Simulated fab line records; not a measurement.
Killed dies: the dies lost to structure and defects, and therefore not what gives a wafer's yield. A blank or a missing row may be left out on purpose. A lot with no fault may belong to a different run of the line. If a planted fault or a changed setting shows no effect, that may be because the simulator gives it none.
fab line records	flow sky130	part 1 of 2: steps 1 to 34 of 47
record lots=5	wafers=15	lastDay=49
route steps=708 shown VT_ADJUST_NCORE@128 VT_ADJUST_HVTR@131 VT_ADJUST_PCH@143 SONOS_TUNNEL@154 SONOS_ONO@168
lots untouched by any fault: they come from a run of this same line in which no faults occurred
startH: hours from the record's opening day to when the first of the lot's shown wafers began	waitH: hours elapsed since this lot's preceding step	" identical to the entry in the row above	L1.1+2: one row covering several wafers at once	- either no value or no given start	* or withheld: withheld	< > ~ a bound
route shown NAME@n: a module of which the file shows steps, and the number in the route of the first	usual: average and standard deviation across the fault-free wafers	same: alike in all rows	chamber/n: place in a boat	sites: the reading at each site	_std_site: how widely they spread, as a standard deviation	_edge_site: outer sites' mean less inner sites'	radiusMm: for every site, how far away it sits from the centre of the wafer	mask NAME#n: copy n	behind: the last tool/chamber to shape the wafer	hold: the reason the lot was held/the length of the hold in hours/how it ended	device: transistor that didn't switch, given as n, p or np	end of line: tests run on the same wafers once the route is complete	step lacking rows: just its recipe	killed: at the first sort, the dies lost to defects and structure; wafer yield is something else	map: per-die view of a wafer (x killed, . not killed, _ where there is no die)
set.NAME: the setting that was run; set.NAME@STEP: the one run at that earlier step	model.NAME: the simulator's own value behind a step, which no gauge read
a table for each step, a row for each wafer; lots at some steps of the route
services: the hour from which a tool's chamber was out of use, counted from the record's first day as startH (under 0 if before that day), plus the number of hours and why
## steps
# step SKY_VT_ADJUST_NCORE_IMPLANT_09
# recipe species=B	energyKev=10	doseCm2=2.4e+12	tiltDeg=withheld
# usual endStationPressureTorr=5.03e-06/2.7e-07
lot.wafer	tool	chamber	startH	waitH	endStationPressureTorr
L076.1	implanter-04	0	192.90	0.0	4.67e-06
L076.2	"	0	"	"	4.99e-06
L076.3	"	0	"	"	5.18e-06
L078.1	implanter-04	0	206.95	0.0	5.07e-06
L078.2	"	0	"	"	5.12e-06
L078.4	"	0	"	"	5.25e-06
L081.4	implanter-01	0	235.96	0.1	4.92e-06
L081.5	"	0	"	"	5.22e-06
L081.6	"	0	"	"	5.61e-06
L088.1	implanter-01	0	278.69	0.0	5.09e-06
L088.2	"	0	"	"	4.54e-06
L088.4	"	0	"	"	4.93e-06
L094.1	implanter-02	0	322.04	0.0	5.17e-06
L094.2	"	0	"	"	4.5e-06
L094.4	"	0	"	"	4.98e-06
# step SKY_VT_ADJUST_NCORE_STRIP_10
# recipe chemistry=O2/N2	powerW=1400	pressureMtorr=1500	platenTempC=withheld	o2FlowSccm=3000	n2FlowSccm=300	overashFraction=0.5
# usual drypumpMotorCurrentA=5.8/0.83	oesProductAu=0.716/0.0037	stripTimeToEndpointS=14.17/0.031
lot.wafer	tool	chamber	startH	waitH	drypumpMotorCurrentA	oesProductAu	rfHoursCounterH	stripTimeToEndpointS
L076.1	plasmaAsher-02	1	193.05	0.1	5.0	0.713	39	14.12
L076.2	"	0	"	"	4.8	0.714	39	14.18
L076.3	"	0	"	"	4.8	0.712	-	14.16
L078.1	plasmaAsher-03	0	207.10	0.1	6.5	0.719	51	14.16
L078.2	"	1	"	"	6.7	0.714	51	14.17
L078.4	"	1	"	"	6.7	0.716	-	14.22
L081.4	plasmaAsher-03	0	236.07	0.1	6.5	0.719	-	14.16
L081.5	"	1	"	"	6.7	0.723	-	14.15
L081.6	"	0	"	"	6.5	0.720	-	14.14
L088.1	plasmaAsher-02	0	278.84	0.1	4.8	0.715	48	14.18
L088.2	"	1	"	"	5.1	0.714	48	14.19
L088.4	"	1	"	"	5.1	0.713	-	14.16
L094.1	plasmaAsher-03	1	322.19	0.1	6.7	0.717	62	14.14
L094.2	"	0	"	"	6.5	0.721	62	14.16
L094.4	"	1	"	"	6.7	0.719	-	14.15
# step SKY_VT_ADJUST_NCORE_TW_MEAS_11
# usual VT_ADJUST_NCORE_TW=219.5/2.5
lot.wafer	tool	chamber	startH	waitH	VT_ADJUST_NCORE_TW
L076.1	filmMetro-01	-	193.15	0.1	221.5
L076.2	"	-	"	"	222.0
L076.3	"	-	"	"	221.7
L078.1	filmMetro-02	-	207.20	0.1	219.3
L078.2	"	-	"	"	219.9
L078.4	"	-	"	"	220.0
L081.4	filmMetro-03	-	236.17	0.1	216.8
L081.5	"	-	"	"	216.6
L081.6	"	-	"	"	217.8
L088.1	filmMetro-03	-	278.94	0.1	217.0
L088.2	"	-	"	"	216.1
L088.4	"	-	"	"	217.6
L094.1	filmMetro-03	-	322.29	0.1	216.3
L094.2	"	-	"	"	218.0
L094.4	"	-	"	"	217.8
# step SKY_VT_ADJUST_HVTR_DEHYDRATE_00
# recipe tempC=200	timeS=60
lot.wafer	tool	chamber	startH	waitH
L076.1+2+3	lithoTrack-03	0	203.53	10.4
L078.1+2+4	lithoTrack-02	0	217.13	9.9
L081.4+5+6	lithoTrack-03	0	247.75	11.6
L088.1+2+4	lithoTrack-02	0	291.08	12.1
L094.1+2+4	lithoTrack-02	0	334.98	12.7
# step SKY_VT_ADJUST_HVTR_HMDS_01
# recipe primeTimeS=60	primeTempC=120
lot.wafer	tool	chamber	startH	waitH
L076.1+2+3	lithoTrack-03	0	203.68	0.1
L078.1+2+4	lithoTrack-02	0	217.28	0.1
L081.4+5+6	lithoTrack-03	0	247.90	0.1
L088.1+2+4	lithoTrack-02	0	291.23	0.1
L094.1+2+4	lithoTrack-02	0	335.13	0.1
# step SKY_VT_ADJUST_HVTR_COAT_02
# recipe resist=NOVOLAK	spinRpm=3000	resistThkNm=1140
lot.wafer	tool	chamber	startH	waitH
L076.1+2+3	lithoTrack-03	0	203.83	0.1
L078.1+2+4	lithoTrack-02	0	217.43	0.1
L081.4+5+6	lithoTrack-03	0	248.05	0.1
L088.1+2+4	lithoTrack-02	0	291.38	0.1
L094.1+2+4	lithoTrack-02	0	335.28	0.1
# step SKY_VT_ADJUST_HVTR_SOFTBAKE_03
# recipe tempC=90	timeS=60	resist=NOVOLAK
lot.wafer	tool	chamber	startH	waitH
L076.1+2+3	lithoTrack-03	0	203.98	0.1
L078.1+2+4	lithoTrack-02	0	217.58	0.1
L081.4+5+6	lithoTrack-03	0	248.20	0.1
L088.1+2+4	lithoTrack-02	0	291.53	0.1
L094.1+2+4	lithoTrack-02	0	335.43	0.1
# step SKY_VT_ADJUST_HVTR_EXPOSE_04
# recipe maskId=HVTRM	targetCdNm=380	na=0.6	sourceShape=conventional	sigmaOuter=0.6	doseMj=150
lot.wafer	tool	chamber	startH	waitH	mask
L076.1+2+3	ilineStepper-01	0	-	-	HVTRM#0
L078.1+2+4	ilineStepper-02	0	-	-	HVTRM#0
L081.4+5+6	ilineStepper-01	0	-	-	HVTRM#0
L088.1+2+4	ilineStepper-02	0	-	-	HVTRM#0
L094.1+2+4	ilineStepper-02	0	-	-	HVTRM#0
# step SKY_VT_ADJUST_HVTR_PEB_05
# recipe tempC=withheld	timeS=*	resist=NOVOLAK
lot.wafer	tool	chamber	startH	waitH
L076.1+2+3	lithoTrack-02	0	-	-
L078.1+2+4	lithoTrack-04	0	-	-
L081.4+5+6	lithoTrack-04	0	-	-
L088.1+2+4	lithoTrack-04	0	-	-
L094.1+2+4	lithoTrack-03	0	-	-
# step SKY_VT_ADJUST_HVTR_DEVELOP_06
# recipe developTimeS=60	devTempC=23
lot.wafer	tool	chamber	startH	waitH
L076.1+2+3	lithoTrack-02	0	214.28	0.1
L078.1+2+4	lithoTrack-04	0	229.16	0.1
L081.4+5+6	lithoTrack-04	0	259.49	0.1
L088.1+2+4	lithoTrack-04	0	304.41	0.1
L094.1+2+4	lithoTrack-03	0	348.92	0.1
# step SKY_VT_ADJUST_HVTR_CD_MEAS_07
# recipe targetCdNm=380
# usual cdNm=379.9/2.1
lot.wafer	tool	chamber	startH	waitH	cdNm
L076.1	cdSem-02	-	214.43	0.1	378.3
L076.2	"	-	"	"	384.1
L076.3	"	-	"	"	382.0
L078.1	cdSem-02	-	229.31	0.1	381.7
L078.2	"	-	"	"	383.3
L078.4	"	-	"	"	382.6
L081.4	cdSem-01	-	259.62	0.1	379.1
L081.5	"	-	"	"	379.5
L081.6	"	-	"	"	379.7
L088.1	cdSem-01	-	304.56	0.1	378.7
L088.2	"	-	"	"	377.6
L088.4	"	-	"	"	375.6
L094.1	cdSem-02	-	349.07	0.1	382.9
L094.2	"	-	"	"	380.6
L094.4	"	-	"	"	380.6
# step SKY_VT_ADJUST_HVTR_OVL_MEAS_08
# usual VT_ADJUST_HVTR_OVL=-0.2/1.3
lot.wafer	tool	chamber	startH	waitH	VT_ADJUST_HVTR_OVL[nm]
L076.1	overlay-02	-	214.55	0.1	1.1
L076.2	"	-	"	"	-1.4
L076.3	"	-	"	"	1.6
L078.1	overlay-02	-	229.43	0.1	0.1
L078.2	"	-	"	"	0.8
L078.4	"	-	"	"	-0.4
L081.4	overlay-01	-	259.70	0.1	2.3
L081.5	"	-	"	"	2.1
L081.6	"	-	"	"	0.3
L088.1	overlay-02	-	304.68	0.1	-1.7
L088.2	"	-	"	"	1.0
L088.4	"	-	"	"	0.7
L094.1	overlay-02	-	349.19	0.1	-0.7
L094.2	"	-	"	"	1.2
L094.4	"	-	"	"	0.6
# step SKY_VT_ADJUST_HVTR_IMPLANT_09
# recipe species=B	energyKev=10	doseCm2=2.1e+12	tiltDeg=withheld
# usual endStationPressureTorr=5e-06/2.7e-07
lot.wafer	tool	chamber	startH	waitH	endStationPressureTorr
L076.1	implanter-04	0	214.59	0.0	5.03e-06
L076.2	"	0	"	"	5.09e-06
L076.3	"	0	"	"	4.83e-06
L078.1	implanter-04	0	229.47	0.0	5.44e-06
L078.2	"	0	"	"	5.44e-06
L078.4	"	0	"	"	4.9e-06
L081.4	implanter-03	0	259.79	0.1	5.17e-06
L081.5	"	0	"	"	4.85e-06
L081.6	"	0	"	"	4.96e-06
L088.1	implanter-04	0	304.72	0.0	4.96e-06
L088.2	"	0	"	"	4.83e-06
L088.4	"	0	"	"	4.76e-06
L094.1	implanter-01	0	349.23	0.0	4.69e-06
L094.2	"	0	"	"	4.81e-06
L094.4	"	0	"	"	4.95e-06
# step SKY_VT_ADJUST_HVTR_STRIP_10
# recipe chemistry=O2/N2	powerW=1400	pressureMtorr=1500	platenTempC=withheld	o2FlowSccm=3000	n2FlowSccm=300	overashFraction=0.5
# usual drypumpMotorCurrentA=6.1/0.74	oesProductAu=0.716/0.0048	stripTimeToEndpointS=14.18/0.047
lot.wafer	tool	chamber	startH	waitH	drypumpMotorCurrentA	oesProductAu	rfHoursCounterH	stripTimeToEndpointS
L076.1	plasmaAsher-04	1	214.74	0.1	4.8	0.704	10	14.08
L076.2	"	0	"	"	6.3	0.712	10	14.12
L076.3	"	1	"	"	4.8	0.720	-	14.07
L078.1	plasmaAsher-04	0	229.62	0.1	6.3	0.720	12	14.20
L078.2	"	1	"	"	4.8	0.726	12	14.18
L078.4	"	1	"	"	4.8	0.715	-	14.16
L081.4	plasmaAsher-03	0	259.90	0.1	6.5	0.723	-	14.23
L081.5	"	0	"	"	6.4	0.713	-	14.20
L081.6	"	1	"	"	6.7	0.714	-	14.21
L088.1	plasmaAsher-01	0	304.87	0.1	5.9	0.719	61	14.18
L088.2	"	1	"	"	6.7	0.715	61	14.16
L088.4	"	0	"	"	5.9	0.728	-	14.18
L094.1	plasmaAsher-04	1	349.38	0.1	4.7	0.722	23	14.17
L094.2	"	0	"	"	6.4	0.713	23	14.19
L094.4	"	1	"	"	4.7	0.712	-	14.17
# step SKY_VT_ADJUST_HVTR_TW_MEAS_11
# usual VT_ADJUST_HVTR_TW=210.3/1.3
lot.wafer	tool	chamber	startH	waitH	VT_ADJUST_HVTR_TW
L076.1	filmMetro-03	-	214.84	0.1	208.5
L076.2	"	-	"	"	208.2
L076.3	"	-	"	"	208.3
L078.1	filmMetro-03	-	229.72	0.1	209.8
L078.2	"	-	"	"	209.6
L078.4	"	-	"	"	210.7
L081.4	filmMetro-03	-	260.00	0.1	208.9
L081.5	"	-	"	"	208.4
L081.6	"	-	"	"	208.1
L088.1	filmMetro-03	-	304.97	0.1	208.1
L088.2	"	-	"	"	208.9
L088.4	"	-	"	"	209.1
L094.1	filmMetro-02	-	349.48	0.1	211.7
L094.2	"	-	"	"	211.4
L094.4	"	-	"	"	212.2
# step SKY_VT_ADJUST_PCH_DEHYDRATE_00
# recipe tempC=200	timeS=60
lot.wafer	tool	chamber	startH	waitH
L076.1+2+3	lithoTrack-02	0	226.18	11.3
L078.1+2+4	lithoTrack-04	0	240.81	11.1
L081.4+5+6	lithoTrack-01	0	270.87	10.9
L088.1+2+4	lithoTrack-04	0	316.81	11.8
L094.1+2+4	lithoTrack-04	0	362.51	13.0
# step SKY_VT_ADJUST_PCH_HMDS_01
# recipe primeTimeS=60	primeTempC=120
lot.wafer	tool	chamber	startH	waitH
L076.1+2+3	lithoTrack-02	0	226.33	0.1
L078.1+2+4	lithoTrack-04	0	240.96	0.1
L081.4+5+6	lithoTrack-01	0	271.02	0.1
L088.1+2+4	lithoTrack-04	0	316.96	0.1
L094.1+2+4	lithoTrack-04	0	362.66	0.1
# step SKY_VT_ADJUST_PCH_COAT_02
# recipe spinRpm=2000	resistThkNm=3000
lot.wafer	tool	chamber	startH	waitH
L076.1+2+3	lithoTrack-02	0	226.48	0.1
L078.1+2+4	lithoTrack-04	0	241.11	0.1
L081.4+5+6	lithoTrack-01	0	271.17	0.1
L088.1+2+4	lithoTrack-04	0	317.11	0.1
L094.1+2+4	lithoTrack-04	0	362.81	0.1
# step SKY_VT_ADJUST_PCH_SOFTBAKE_03
# recipe tempC=110	timeS=withheld
lot.wafer	tool	chamber	startH	waitH
L076.1+2+3	lithoTrack-02	0	226.63	0.1
L078.1+2+4	lithoTrack-04	0	241.26	0.1
L081.4+5+6	lithoTrack-01	0	271.34	0.1
L088.1+2+4	lithoTrack-04	0	317.26	0.1
L094.1+2+4	lithoTrack-04	0	362.96	0.1
# step SKY_VT_ADJUST_PCH_EXPOSE_04
# recipe maskId=NWM	na=0.6	sourceShape=conventional	sigmaOuter=0.6	polarization=unpolarized	targetCdNm=840	doseMj=255
lot.wafer	tool	chamber	startH	waitH	mask
L076.1+2+3	ilineStepper-02	0	-	-	NWM#0
L078.1+2+4	ilineStepper-01	0	-	-	NWM#0
L081.4+5+6	ilineStepper-01	0	-	-	NWM#0
L088.1+2+4	ilineStepper-01	0	-	-	NWM#0
L094.1+2+4	ilineStepper-02	0	-	-	NWM#0
# step SKY_VT_ADJUST_PCH_PEB_05
# recipe tempC=115	timeS=withheld
lot.wafer	tool	chamber	startH	waitH
L076.1+2+3	lithoTrack-02	0	-	-
L078.1+2+4	lithoTrack-04	0	-	-
L081.4+5+6	lithoTrack-02	0	-	-
L088.1+2+4	lithoTrack-01	0	-	-
L094.1+2+4	lithoTrack-01	0	-	-
# step SKY_VT_ADJUST_PCH_DEVELOP_06
# recipe wallAngleDeg=90	developer=TMAH	developTimeS=60	devTempC=23
lot.wafer	tool	chamber	startH	waitH
L076.1+2+3	lithoTrack-02	0	-	-
L078.1+2+4	lithoTrack-04	0	-	-
L081.4+5+6	lithoTrack-02	0	-	-
L088.1+2+4	lithoTrack-01	0	-	-
L094.1+2+4	lithoTrack-01	0	-	-
# step SKY_VT_ADJUST_PCH_OVL_MEAS_07
# usual VT_ADJUST_PCH_OVL=0.9/1.3
lot.wafer	tool	chamber	startH	waitH	VT_ADJUST_PCH_OVL[nm]
L076.1	overlay-02	-	237.93	-	1.1
L076.2	"	-	"	"	2.4
L076.3	"	-	"	"	2.3
L078.1	overlay-02	-	253.01	-	1.4
L078.2	"	-	"	"	0.4
L078.4	"	-	"	"	-1.4
L081.4	overlay-02	-	284.55	-	1.1
L081.5	"	-	"	"	-0.2
L081.6	"	-	"	"	0.3
L088.1	overlay-01	-	331.44	-	0.3
L088.2	"	-	"	"	1.5
L088.4	"	-	"	"	0.6
L094.1	overlay-01	-	376.99	-	2.3
L094.2	"	-	"	"	0.4
L094.4	"	-	"	"	3.0
# step SKY_VT_ADJUST_PCH_IMPLANT_08
# recipe species=B	energyKev=10	doseCm2=5e+11	tiltDeg=withheld
# usual endStationPressureTorr=5.01e-06/2.4e-07
lot.wafer	tool	chamber	startH	waitH	endStationPressureTorr
L076.1	implanter-01	0	237.97	0.0	5.05e-06
L076.2	"	0	"	"	4.96e-06
L076.3	"	0	"	"	5.39e-06
L078.1	implanter-03	0	253.05	0.0	5.05e-06
L078.2	"	0	"	"	5.09e-06
L078.4	"	0	"	"	5.12e-06
L081.4	implanter-02	0	284.64	0.1	4.97e-06
L081.5	"	0	"	"	5.27e-06
L081.6	"	0	"	"	4.85e-06
L088.1	implanter-02	0	331.48	0.0	4.97e-06
L088.2	"	0	"	"	4.87e-06
L088.4	"	0	"	"	5.42e-06
L094.1	implanter-03	0	377.03	0.0	5.24e-06
L094.2	"	0	"	"	5.35e-06
L094.4	"	0	"	"	5.11e-06
# step SKY_VT_ADJUST_PCH_STRIP_09
# recipe chemistry=O2/N2	powerW=1400	pressureMtorr=1500	platenTempC=withheld	o2FlowSccm=3000	n2FlowSccm=300	overashFraction=0.5
# usual drypumpMotorCurrentA=5.4/0.69	oesProductAu=0.722/0.0042	stripTimeToEndpointS=36.92/0.14
lot.wafer	tool	chamber	startH	waitH	drypumpMotorCurrentA	oesProductAu	rfHoursCounterH	stripTimeToEndpointS
L076.1	plasmaAsher-02	0	238.12	0.1	4.8	0.725	44	36.96
L076.2	"	1	"	"	5.0	0.726	44	36.87
L076.3	"	0	"	"	4.8	0.725	-	36.87
L078.1	plasmaAsher-04	0	253.20	0.1	6.4	0.715	14	36.99
L078.2	"	1	"	"	4.7	0.720	14	37.10
L078.4	"	0	"	"	6.3	0.719	-	36.93
L081.4	plasmaAsher-02	0	284.75	0.1	4.8	0.722	-	36.76
L081.5	"	0	"	"	4.8	0.715	-	36.70
L081.6	"	1	"	"	5.1	0.727	-	36.78
L088.1	plasmaAsher-04	1	331.63	0.1	4.7	0.720	21	36.84
L088.2	"	0	"	"	6.3	0.725	21	36.86
L088.4	"	0	"	"	6.3	0.719	-	36.81
L094.1	plasmaAsher-04	0	377.18	0.1	6.3	0.732	26	36.90
L094.2	"	1	"	"	4.8	0.717	26	36.94
L094.4	"	1	"	"	4.7	0.722	-	36.88
# step SKY_VT_ADJUST_PCH_TW_MEAS_10
# usual VT_ADJUST_PCH_TW=142.9/1.6
lot.wafer	tool	chamber	startH	waitH	VT_ADJUST_PCH_TW
L076.1	filmMetro-03	-	238.22	0.1	141.8
L076.2	"	-	"	"	141.2
L076.3	"	-	"	"	141.5
L078.1	filmMetro-01	-	253.30	0.1	144.6
L078.2	"	-	"	"	144.1
L078.4	"	-	"	"	145.4
L081.4	filmMetro-03	-	284.85	0.1	141.0
L081.5	"	-	"	"	141.5
L081.6	"	-	"	"	140.6
L088.1	filmMetro-01	-	331.73	0.1	145.2
L088.2	"	-	"	"	145.0
L088.4	"	-	"	"	144.7
L094.1	filmMetro-03	-	377.28	0.1	141.4
L094.2	"	-	"	"	141.0
L094.4	"	-	"	"	140.3
# step SKY_SONOS_TUNNEL_DEHYDRATE_00
# recipe tempC=200	timeS=60
lot.wafer	tool	chamber	startH	waitH
L076.1+2+3	lithoTrack-04	0	249.71	11.5
L078.1+2+4	lithoTrack-01	0	264.44	11.1
L081.4+5+6	lithoTrack-03	0	297.40	12.5
L088.1+2+4	lithoTrack-03	0	344.22	12.5
L094.1+2+4	lithoTrack-04	0	391.31	14.0
# step SKY_SONOS_TUNNEL_HMDS_01
# recipe primeTimeS=60	primeTempC=120
lot.wafer	tool	chamber	startH	waitH
L076.1+2+3	lithoTrack-04	0	249.86	0.1
L078.1+2+4	lithoTrack-01	0	264.59	0.1
L081.4+5+6	lithoTrack-03	0	297.55	0.1
L088.1+2+4	lithoTrack-03	0	344.37	0.1
L094.1+2+4	lithoTrack-04	0	391.46	0.1
# step SKY_SONOS_TUNNEL_COAT_02
# recipe resist=NOVOLAK	spinRpm=3000	resistThkNm=1140
lot.wafer	tool	chamber	startH	waitH
L076.1+2+3	lithoTrack-04	0	250.01	0.1
L078.1+2+4	lithoTrack-01	0	264.74	0.1
L081.4+5+6	lithoTrack-03	0	297.70	0.1
L088.1+2+4	lithoTrack-03	0	344.52	0.1
L094.1+2+4	lithoTrack-04	0	391.61	0.1
# step SKY_SONOS_TUNNEL_SOFTBAKE_03
# recipe tempC=90	timeS=60	resist=NOVOLAK
lot.wafer	tool	chamber	startH	waitH
L076.1+2+3	lithoTrack-04	0	250.16	0.1
L078.1+2+4	lithoTrack-01	0	264.89	0.1
L081.4+5+6	lithoTrack-03	0	297.85	0.1
L088.1+2+4	lithoTrack-03	0	344.67	0.1
L094.1+2+4	lithoTrack-04	0	391.76	0.1
# step SKY_SONOS_TUNNEL_EXPOSE_04
# recipe maskId=TUNM	na=0.6	sourceShape=conventional	sigmaOuter=0.6	polarization=unpolarized	targetCdNm=410	doseMj=136
lot.wafer	tool	chamber	startH	waitH	mask
L076.1+2+3	ilineStepper-02	0	-	-	TUNM#0
L078.1+2+4	ilineStepper-01	0	-	-	TUNM#0
L081.4+5+6	ilineStepper-02	0	-	-	TUNM#0
L088.1+2+4	ilineStepper-02	0	-	-	TUNM#0
L094.1+2+4	ilineStepper-02	0	-	-	TUNM#0
# step SKY_SONOS_TUNNEL_PEB_05
# recipe tempC=withheld	timeS=*	resist=NOVOLAK
lot.wafer	tool	chamber	startH	waitH
L076.1+2+3	lithoTrack-04	0	-	-
L078.1+2+4	lithoTrack-01	0	-	-
L081.4+5+6	lithoTrack-03	0	-	-
L088.1+2+4	lithoTrack-04	0	-	-
L094.1+2+4	lithoTrack-03	0	-	-
# step SKY_SONOS_TUNNEL_DEVELOP_06
# recipe resist=NOVOLAK	developer=TMAH	developTimeS=60	devTempC=23
lot.wafer	tool	chamber	startH	waitH
L076.1+2+3	lithoTrack-04	0	261.61	0.1
L078.1+2+4	lithoTrack-01	0	276.04	0.1
L081.4+5+6	lithoTrack-03	0	310.45	0.1
L088.1+2+4	lithoTrack-04	0	358.61	0.1
L094.1+2+4	lithoTrack-03	0	405.87	0.1
# step SKY_SONOS_TUNNEL_CD_MEAS_07
# recipe targetCdNm=410
# usual cdNm=409.6/2.1
lot.wafer	tool	chamber	startH	waitH	cdNm
L076.1	cdSem-01	-	261.76	0.1	406.6
L076.2	"	-	"	"	405.1
L076.3	"	-	"	"	405.3
L078.1	cdSem-02	-	276.19	0.1	409.9
L078.2	"	-	"	"	409.9
L078.4	"	-	"	"	409.9
L081.4	cdSem-01	-	310.66	0.2	410.8
L081.5	"	-	"	"	411.4
L081.6	"	-	"	"	410.5
L088.1	cdSem-02	-	358.76	0.1	413.2
L088.2	"	-	"	"	411.2
L088.4	"	-	"	"	411.0
L094.1	cdSem-01	-	406.64	0.7	408.2
L094.2	"	-	"	"	409.0
L094.4	"	-	"	"	409.3
